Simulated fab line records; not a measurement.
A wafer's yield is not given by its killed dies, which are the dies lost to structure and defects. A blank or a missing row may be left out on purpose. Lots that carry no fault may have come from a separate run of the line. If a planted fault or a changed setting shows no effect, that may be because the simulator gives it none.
fab line records :: flow sfq-line
[record]
  lots = 15
  wafers = 45
  last-day = 92
route steps=325 shown L0V@16
lots that met no fault: taken from a fault-free run of the same line
start-h: hours from the record's opening day to when the first of the lot's shown wafers began :: wait-h: hours elapsed since this lot's preceding step :: " repeats the value in the row above :: L1.1+2: a row that stands for several wafers :: - either no value or no given start :: * or withheld: withheld :: < > ~ a bound
route shown NAME@n: names a module that has steps shown in the file, with the first one's number in the route :: usual: mean/standard deviation taken from wafers without a fault :: same: alike in all rows :: chamber/n: place in a boat :: sites: each site's reading :: _std_site: how widely they spread, as a standard deviation :: _edge_site: inner sites' mean taken away from outer sites' mean :: radius-mm: how far each site lies from the wafer's centre :: mask NAME#n: copy n :: behind: the tool/chamber that last shaped the wafer :: hold: why the lot went on hold/how many hours it stayed there/how the hold came to an end :: device: the transistor (n, p or np) that didn't switch :: end of line: tests of these same wafers at the route's end :: step lacking rows: just its recipe :: killed: count of dies lost to structure and defects at first sort (not the wafer's yield) :: map: dies across one wafer; x = killed, . = not, _ = none there
set.NAME: the setting the step ran with; set.NAME@STEP: the setting that earlier step ran with :: model.NAME: the simulator's own value behind a step, which no gauge read
one table for each step of the route and one row for each wafer, over a sample of lots
services: from which hour (start-h, from the record's first day; less than 0 if before it) a tool's chamber was out of use, for how many hours, and why
[[steps]]
[step SFQ_TRILAYER_L0_CAP_PECVD_011]
[recipe]
  material = SiO2
  temp-c = 150
  time-s = 13.333
  pressure-torr = 2.4
  rf-w = 183.3
  precursor = SiH4/N2O
  target-thk-nm = 60
[usual]
  heater-power-w = 83/12
  throttle-valve-pct = 24.9/1.5
lot.wafer: L150.4
tool: pecvd-04
chamber: 0
start-h: 74.66
wait-h: 0.0
heater-power-w: 76
throttle-valve-pct: 26.1

lot.wafer: L150.5
tool: pecvd-04
chamber: 2
start-h: 74.66
wait-h: 0.0
heater-power-w: 70
throttle-valve-pct: 25.3

lot.wafer: L150.6
tool: pecvd-04
chamber: 1
start-h: 74.66
wait-h: 0.0
heater-power-w: 82
throttle-valve-pct: 28.4

lot.wafer: L153.1
tool: pecvd-04
chamber: 2
start-h: 95.06
wait-h: 0.0
heater-power-w: 69
throttle-valve-pct: 25.0

lot.wafer: L153.2
tool: pecvd-04
chamber: 1
start-h: 95.06
wait-h: 0.0
heater-power-w: 71
throttle-valve-pct: 28.3

lot.wafer: L153.5
tool: pecvd-04
chamber: 1
start-h: 95.06
wait-h: 0.0
heater-power-w: 75
throttle-valve-pct: 28.5

lot.wafer: L154.1
tool: pecvd-01
chamber: 1
start-h: 99.88
wait-h: 0.0
heater-power-w: 75
throttle-valve-pct: 23.3

lot.wafer: L154.4
tool: pecvd-01
chamber: 2
start-h: 99.88
wait-h: 0.0
heater-power-w: 85
throttle-valve-pct: 23.9

lot.wafer: L154.5
tool: pecvd-01
chamber: 1
start-h: 99.88
wait-h: 0.0
heater-power-w: 77
throttle-valve-pct: 23.3

lot.wafer: L155.2
tool: pecvd-03
chamber: 2
start-h: 104.68
wait-h: 0.0
heater-power-w: 90
throttle-valve-pct: 25.1

lot.wafer: L155.4
tool: pecvd-03
chamber: 0
start-h: 104.68
wait-h: 0.0
heater-power-w: 105
throttle-valve-pct: 23.6

lot.wafer: L155.5
tool: pecvd-03
chamber: 2
start-h: 104.68
wait-h: 0.0
heater-power-w: 89
throttle-valve-pct: 25.1

lot.wafer: L159.4
tool: pecvd-03
chamber: 1
start-h: 133.44
wait-h: 0.0
heater-power-w: 95
throttle-valve-pct: 23.9

lot.wafer: L159.5
tool: pecvd-03
chamber: 0
start-h: 133.44
wait-h: 0.0
heater-power-w: 106
throttle-valve-pct: 23.5

lot.wafer: L159.6
tool: pecvd-03
chamber: 2
start-h: 133.44
wait-h: 0.0
heater-power-w: 96
throttle-valve-pct: 25.0

lot.wafer: L160.2
tool: pecvd-01
chamber: 1
start-h: 141.83
wait-h: 0.0
heater-power-w: 75
throttle-valve-pct: 22.9

lot.wafer: L160.3
tool: pecvd-01
chamber: 2
start-h: 141.83
wait-h: 0.0
heater-power-w: 80
throttle-valve-pct: 24.2

lot.wafer: L160.5
tool: pecvd-01
chamber: 2
start-h: 141.83
wait-h: 0.0
heater-power-w: 81
throttle-valve-pct: 24.3

lot.wafer: L161.1
tool: pecvd-04
chamber: 0
start-h: 147.63
wait-h: 0.0
heater-power-w: 65
throttle-valve-pct: 25.8

lot.wafer: L161.3
tool: pecvd-04
chamber: 2
start-h: 147.63
wait-h: 0.0
heater-power-w: 71
throttle-valve-pct: 25.2

lot.wafer: L161.4
tool: pecvd-04
chamber: 0
start-h: 147.63
wait-h: 0.0
heater-power-w: 66
throttle-valve-pct: 25.9

lot.wafer: L162.1
tool: pecvd-03
chamber: 0
start-h: 155.15
wait-h: 0.0
heater-power-w: 107
throttle-valve-pct: 23.5

lot.wafer: L162.3
tool: pecvd-03
chamber: 2
start-h: 155.15
wait-h: 0.0
heater-power-w: 86
throttle-valve-pct: 25.3

lot.wafer: L162.6
tool: pecvd-03
chamber: 1
start-h: 155.15
wait-h: 0.0
heater-power-w: 89
throttle-valve-pct: 24.0

lot.wafer: L163.3
tool: pecvd-03
chamber: 1
start-h: 163.35
wait-h: 0.0
heater-power-w: 82
throttle-valve-pct: 24.1

lot.wafer: L163.4
tool: pecvd-03
chamber: 0
start-h: 163.35
wait-h: 0.0
heater-power-w: 91
throttle-valve-pct: 23.7

lot.wafer: L163.6
tool: pecvd-03
chamber: 1
start-h: 163.35
wait-h: 0.0
heater-power-w: 81
throttle-valve-pct: 24.1

lot.wafer: L164.2
tool: pecvd-01
chamber: 0
start-h: 170.55
wait-h: 0.0
heater-power-w: 77
throttle-valve-pct: 24.1

lot.wafer: L164.3
tool: pecvd-01
chamber: 2
start-h: 170.55
wait-h: 0.0
heater-power-w: 86
throttle-valve-pct: 24.5

lot.wafer: L164.5
tool: pecvd-01
chamber: 2
start-h: 170.55
wait-h: 0.0
heater-power-w: 85
throttle-valve-pct: 24.3

lot.wafer: L169.1
tool: pecvd-01
chamber: 1
start-h: 201.85
wait-h: 0.0
heater-power-w: 75
throttle-valve-pct: 23.3

lot.wafer: L169.2
tool: pecvd-01
chamber: 0
start-h: 201.85
wait-h: 0.0
heater-power-w: 82
throttle-valve-pct: 23.9

lot.wafer: L169.6
tool: pecvd-01
chamber: 2
start-h: 201.85
wait-h: 0.0
heater-power-w: 82
throttle-valve-pct: 24.3

lot.wafer: L170.3
tool: pecvd-01
chamber: 0
start-h: 205.45
wait-h: 0.0
heater-power-w: 84
throttle-valve-pct: 23.9

lot.wafer: L170.4
tool: pecvd-01
chamber: 2
start-h: 205.45
wait-h: 0.0
heater-power-w: 85
throttle-valve-pct: 24.3

lot.wafer: L170.6
tool: pecvd-01
chamber: 1
start-h: 205.45
wait-h: 0.0
heater-power-w: 69
throttle-valve-pct: 23.4

lot.wafer: L171.3
tool: pecvd-01
chamber: 0
start-h: 210.25
wait-h: 0.0
heater-power-w: 78
throttle-valve-pct: 24.0

lot.wafer: L171.5
tool: pecvd-01
chamber: 1
start-h: 210.25
wait-h: 0.0
heater-power-w: 68
throttle-valve-pct: 23.5

lot.wafer: L171.6
tool: pecvd-01
chamber: 0
start-h: 210.25
wait-h: 0.0
heater-power-w: 78
throttle-valve-pct: 24.0

lot.wafer: L172.1
tool: pecvd-04
chamber: 0
start-h: 217.45
wait-h: 0.0
heater-power-w: 74
throttle-valve-pct: 26.1

lot.wafer: L172.2
tool: pecvd-04
chamber: 1
start-h: 217.45
wait-h: 0.0
heater-power-w: 87
throttle-valve-pct: 28.2

lot.wafer: L172.6
tool: pecvd-04
chamber: 2
start-h: 217.45
wait-h: 0.0
heater-power-w: 70
throttle-valve-pct: 25.4

lot.wafer: L173.1
tool: pecvd-04
chamber: 0
start-h: 224.16
wait-h: 0.0
heater-power-w: 76
throttle-valve-pct: 25.7

lot.wafer: L173.2
tool: pecvd-04
chamber: 2
start-h: 224.16
wait-h: 0.0
heater-power-w: 61
throttle-valve-pct: 25.2

lot.wafer: L173.6
tool: pecvd-04
chamber: 2
start-h: 224.16
wait-h: 0.0
heater-power-w: 63
throttle-valve-pct: 25.0
[step SFQ_TRILAYER_L0_VIA_ETCH_VIA_ETCH_016]
[recipe]
  target = SiO2
  stop-on = MoNx_KI
  mask-material = PR
  chemistry = CHF3
  target-depth-nm = 80
  source-w = 500
  bias-w = 80
  pressure-mtorr = 30
  time-s = withheld
[usual]
  chamber-pressure-mTorr = 29.999/0.029
  drypump-motor-current-A = 5.6/0.46
  oes-product-au = 0.842/0.0092
lot.wafer: L150.4
tool: rie-diel-02
chamber: 0
start-h: 156.55
wait-h: 0.0
chamber-pressure-mTorr: 29.925
drypump-motor-current-A: 5.8
oes-product-au: 0.838

lot.wafer: L150.5
tool: rie-diel-02
chamber: 3
start-h: 156.55
wait-h: 0.0
chamber-pressure-mTorr: 30.002
drypump-motor-current-A: 6.2
oes-product-au: 0.843

lot.wafer: L150.6
tool: rie-diel-02
chamber: 0
start-h: 156.55
wait-h: 0.0
chamber-pressure-mTorr: 29.965
drypump-motor-current-A: 5.8
oes-product-au: 0.855

lot.wafer: L153.1
tool: rie-diel-02
chamber: 1
start-h: 186.55
wait-h: 0.0
chamber-pressure-mTorr: 29.974
drypump-motor-current-A: 5.3
oes-product-au: 0.829

lot.wafer: L153.2
tool: rie-diel-02
chamber: 3
start-h: 186.55
wait-h: 0.0
chamber-pressure-mTorr: 30.001
drypump-motor-current-A: 6.2
oes-product-au: 0.840

lot.wafer: L153.5
tool: rie-diel-02
chamber: 0
start-h: 186.55
wait-h: 0.0
chamber-pressure-mTorr: 29.980
drypump-motor-current-A: 5.8
oes-product-au: 0.844

lot.wafer: L154.1
tool: rie-diel-02
chamber: 3
start-h: 196.25
wait-h: 0.0
chamber-pressure-mTorr: 29.991
drypump-motor-current-A: 6.2
oes-product-au: 0.834

lot.wafer: L154.4
tool: rie-diel-02
chamber: 2
start-h: 196.25
wait-h: 0.0
chamber-pressure-mTorr: 29.991
drypump-motor-current-A: 6.0
oes-product-au: 0.841

lot.wafer: L154.5
tool: rie-diel-02
chamber: 1
start-h: 196.25
wait-h: 0.0
chamber-pressure-mTorr: 30.001
drypump-motor-current-A: 5.3
oes-product-au: 0.845

lot.wafer: L155.2
tool: rie-diel-01
chamber: 1
start-h: 198.87
wait-h: 0.0
chamber-pressure-mTorr: 29.977
drypump-motor-current-A: 6.0
oes-product-au: 0.848

lot.wafer: L155.4
tool: rie-diel-01
chamber: 0
start-h: 198.87
wait-h: 0.0
chamber-pressure-mTorr: 29.958
drypump-motor-current-A: 5.9
oes-product-au: 0.848

lot.wafer: L155.5
tool: rie-diel-01
chamber: 1
start-h: 198.87
wait-h: 0.0
chamber-pressure-mTorr: 29.986
drypump-motor-current-A: 6.0
oes-product-au: 0.860

lot.wafer: L159.4
tool: rie-diel-03
chamber: 1
start-h: 233.17
wait-h: 0.0
chamber-pressure-mTorr: 29.968
drypump-motor-current-A: 4.8
oes-product-au: 0.855

lot.wafer: L159.5
tool: rie-diel-03
chamber: 0
start-h: 233.17
wait-h: 0.0
chamber-pressure-mTorr: 30.034
drypump-motor-current-A: 5.3
oes-product-au: 0.839

lot.wafer: L159.6
tool: rie-diel-03
chamber: 3
start-h: 233.17
wait-h: 0.0
chamber-pressure-mTorr: 29.996
drypump-motor-current-A: 5.5
oes-product-au: 0.852

lot.wafer: L160.2
tool: rie-diel-01
chamber: 3
start-h: 243.94
wait-h: 0.0
chamber-pressure-mTorr: 29.984
drypump-motor-current-A: 4.8
oes-product-au: 0.836

lot.wafer: L160.3
tool: rie-diel-01
chamber: 2
start-h: 243.94
wait-h: 0.0
chamber-pressure-mTorr: 30.037
drypump-motor-current-A: 5.7
oes-product-au: 0.842

lot.wafer: L160.5
tool: rie-diel-01
chamber: 3
start-h: 243.94
wait-h: 0.0
chamber-pressure-mTorr: 30.000
drypump-motor-current-A: 4.8
oes-product-au: 0.842

lot.wafer: L161.1
tool: rie-diel-02
chamber: 1
start-h: 251.14
wait-h: 0.0
chamber-pressure-mTorr: 29.986
drypump-motor-current-A: 5.3
oes-product-au: 0.850

lot.wafer: L161.3
tool: rie-diel-02
chamber: 0
start-h: 251.14
wait-h: 0.0
chamber-pressure-mTorr: 29.983
drypump-motor-current-A: 5.9
oes-product-au: 0.840

lot.wafer: L161.4
tool: rie-diel-02
chamber: 2
start-h: 251.14
wait-h: 0.0
chamber-pressure-mTorr: 30.036
drypump-motor-current-A: 6.0
oes-product-au: 0.856

lot.wafer: L162.1
tool: rie-diel-03
chamber: 0
start-h: 259.54
wait-h: 0.0
chamber-pressure-mTorr: 29.950
drypump-motor-current-A: 5.3
oes-product-au: 0.851

lot.wafer: L162.3
tool: rie-diel-03
chamber: 2
start-h: 259.54
wait-h: 0.0
chamber-pressure-mTorr: 30.040
drypump-motor-current-A: 5.1
oes-product-au: 0.844

lot.wafer: L162.6
tool: rie-diel-03
chamber: 3
start-h: 259.54
wait-h: 0.0
chamber-pressure-mTorr: 30.048
drypump-motor-current-A: 5.5
oes-product-au: 0.848

lot.wafer: L163.3
tool: rie-diel-02
chamber: 2
start-h: 265.54
wait-h: 0.0
chamber-pressure-mTorr: 29.974
drypump-motor-current-A: 6.0
oes-product-au: 0.824

lot.wafer: L163.4
tool: rie-diel-02
chamber: 0
start-h: 265.54
wait-h: 0.0
chamber-pressure-mTorr: 29.967
drypump-motor-current-A: 5.8
oes-product-au: 0.842

lot.wafer: L163.6
tool: rie-diel-02
chamber: 0
start-h: 265.54
wait-h: 0.0
chamber-pressure-mTorr: 30.014
drypump-motor-current-A: 5.8
oes-product-au: 0.847

lot.wafer: L164.2
tool: rie-diel-02
chamber: 2
start-h: 274.07
wait-h: 0.0
chamber-pressure-mTorr: 29.992
drypump-motor-current-A: 6.0
oes-product-au: 0.846

lot.wafer: L164.3
tool: rie-diel-02
chamber: 3
start-h: 274.07
wait-h: 0.0
chamber-pressure-mTorr: 30.002
drypump-motor-current-A: 6.2
oes-product-au: 0.826

lot.wafer: L164.5
tool: rie-diel-02
chamber: 1
start-h: 274.07
wait-h: 0.0
chamber-pressure-mTorr: 30.035
drypump-motor-current-A: 5.3
oes-product-au: 0.846

lot.wafer: L169.1
tool: rie-diel-03
chamber: 3
start-h: 308.52
wait-h: 0.0
chamber-pressure-mTorr: 30.016
drypump-motor-current-A: 5.5
oes-product-au: 0.692

lot.wafer: L169.2
tool: rie-diel-03
chamber: 0
start-h: 308.52
wait-h: 0.0
chamber-pressure-mTorr: 30.053
drypump-motor-current-A: 5.3
oes-product-au: 0.858

lot.wafer: L169.6
tool: rie-diel-03
chamber: 2
start-h: 308.52
wait-h: 0.0
chamber-pressure-mTorr: 30.047
drypump-motor-current-A: 5.1
oes-product-au: 0.687

lot.wafer: L170.3
tool: rie-diel-01
chamber: 1
start-h: 318.17
wait-h: 0.0
chamber-pressure-mTorr: 29.918
drypump-motor-current-A: 6.0
oes-product-au: 0.844

lot.wafer: L170.4
tool: rie-diel-01
chamber: 2
start-h: 318.17
wait-h: 0.0
chamber-pressure-mTorr: 30.003
drypump-motor-current-A: 5.7
oes-product-au: 0.839

lot.wafer: L170.6
tool: rie-diel-01
chamber: 2
start-h: 318.17
wait-h: 0.0
chamber-pressure-mTorr: 29.975
drypump-motor-current-A: 5.7
oes-product-au: 0.695

lot.wafer: L171.3
tool: rie-diel-02
chamber: 1
start-h: 322.97
wait-h: 0.0
chamber-pressure-mTorr: 30.029
drypump-motor-current-A: 5.3
oes-product-au: 0.856

lot.wafer: L171.5
tool: rie-diel-02
chamber: 2
start-h: 322.97
wait-h: 0.0
chamber-pressure-mTorr: 29.996
drypump-motor-current-A: 6.0
oes-product-au: 0.852

lot.wafer: L171.6
tool: rie-diel-02
chamber: 3
start-h: 322.97
wait-h: 0.0
chamber-pressure-mTorr: 30.026
drypump-motor-current-A: 6.2
oes-product-au: 0.697

lot.wafer: L172.1
tool: rie-diel-03
chamber: 3
start-h: 332.26
wait-h: 0.0
chamber-pressure-mTorr: 29.967
drypump-motor-current-A: 5.5
oes-product-au: 0.823

lot.wafer: L172.2
tool: rie-diel-03
chamber: 1
start-h: 332.26
wait-h: 0.0
chamber-pressure-mTorr: 30.034
drypump-motor-current-A: 4.8
oes-product-au: 0.830

lot.wafer: L172.6
tool: rie-diel-03
chamber: 0
start-h: 332.26
wait-h: 0.0
chamber-pressure-mTorr: 29.951
drypump-motor-current-A: 5.3
oes-product-au: 0.840

lot.wafer: L173.1
tool: rie-diel-03
chamber: 0
start-h: 339.46
wait-h: 0.0
chamber-pressure-mTorr: 29.954
drypump-motor-current-A: 5.3
oes-product-au: 0.850

lot.wafer: L173.2
tool: rie-diel-03
chamber: 1
start-h: 339.46
wait-h: 0.0
chamber-pressure-mTorr: 30.012
drypump-motor-current-A: 4.8
oes-product-au: 0.843

lot.wafer: L173.6
tool: rie-diel-03
chamber: 1
start-h: 339.46
wait-h: 0.0
chamber-pressure-mTorr: 30.004
drypump-motor-current-A: 4.8
oes-product-au: 0.840
[[services]]
tool: rie-diel-03
chamber: 0
start-h: 67.55
hours: 1.4
kind: repair

tool: rie-diel-01
chamber: -
start-h: 67.99
hours: 2.7
kind: repair

tool: rie-diel-02
chamber: 2
start-h: 72.17
hours: -
kind: clean

tool: rie-diel-02
chamber: 2
start-h: 72.17
hours: 26.4
kind: scheduled-down

tool: pecvd-03
chamber: -
start-h: 73.83
hours: 5.5
kind: pm

tool: rie-diel-03
chamber: -
start-h: 88.53
hours: 1.4
kind: repair

tool: pecvd-04
chamber: -
start-h: 88.89
hours: 5.1
kind: repair

tool: pecvd-01
chamber: -
start-h: 89.76
hours: 4.3
kind: pm

tool: rie-diel-02
chamber: 2
start-h: 107.23
hours: 9.8
kind: repair

tool: rie-diel-01
chamber: 2
start-h: 111.04
hours: 8.3
kind: repair

tool: rie-diel-02
chamber: -
start-h: 128.68
hours: 2.8
kind: pm

tool: rie-diel-03
chamber: 0
start-h: 139.53
hours: 2.8
kind: repair

tool: rie-diel-03
chamber: 0
start-h: 179.47
hours: 6.9
kind: repair

tool: rie-diel-01
chamber: 2
start-h: 181.48
hours: 12.9
kind: repair

tool: pecvd-01
chamber: -
start-h: 181.70
hours: 1.9
kind: repair

tool: pecvd-03
chamber: -
start-h: 192.70
hours: 28.1
kind: pm

tool: rie-diel-03
chamber: 2
start-h: 197.24
hours: 8.3
kind: repair

tool: rie-diel-02
chamber: 1
start-h: 220.18
hours: 11.1
kind: repair

tool: rie-diel-03
chamber: 2
start-h: 224.84
hours: 14.9
kind: repair

tool: rie-diel-03
chamber: 0
start-h: 252.73
hours: 3.6
kind: repair

tool: pecvd-04
chamber: -
start-h: 273.67
hours: 3.8
kind: repair

tool: rie-diel-02
chamber: 1
start-h: 308.51
hours: 4.9
kind: repair

tool: rie-diel-01
chamber: 3
start-h: 332.59
hours: 1.9
kind: repair

tool: pecvd-01
chamber: -
start-h: 332.77
hours: 0.8
kind: repair
[[key]]
[first-sign]
  step = SFQ_TRILAYER_L0_VIA_ETCH_VIA_ETCH_016
  reading = oes-product-au
  direction = down
  sigmas = 16
  usual = 0.842
  struck = 0.693
effect none on later readings
met-at SFQ_TRILAYER_L0_CAP_PECVD_011
struck-lots L169,L170,L171
struck-wafers L169.1,L169.6,L170.6,L171.6
onset-between 170.55 201.85
[fault]
  kind = process-parameter-drift
  tool = pecvd-01
  chamber = -
  onset-h = 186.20
  steps = SFQ_TRILAYER_L0_CAP_PECVD_011
  channel = target-thk-nm
  offset = -20.239
  shape = step
  end-h = 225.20
  scope = struck-wafers-only
  acts-in = these-recipes-only
  stated = 60
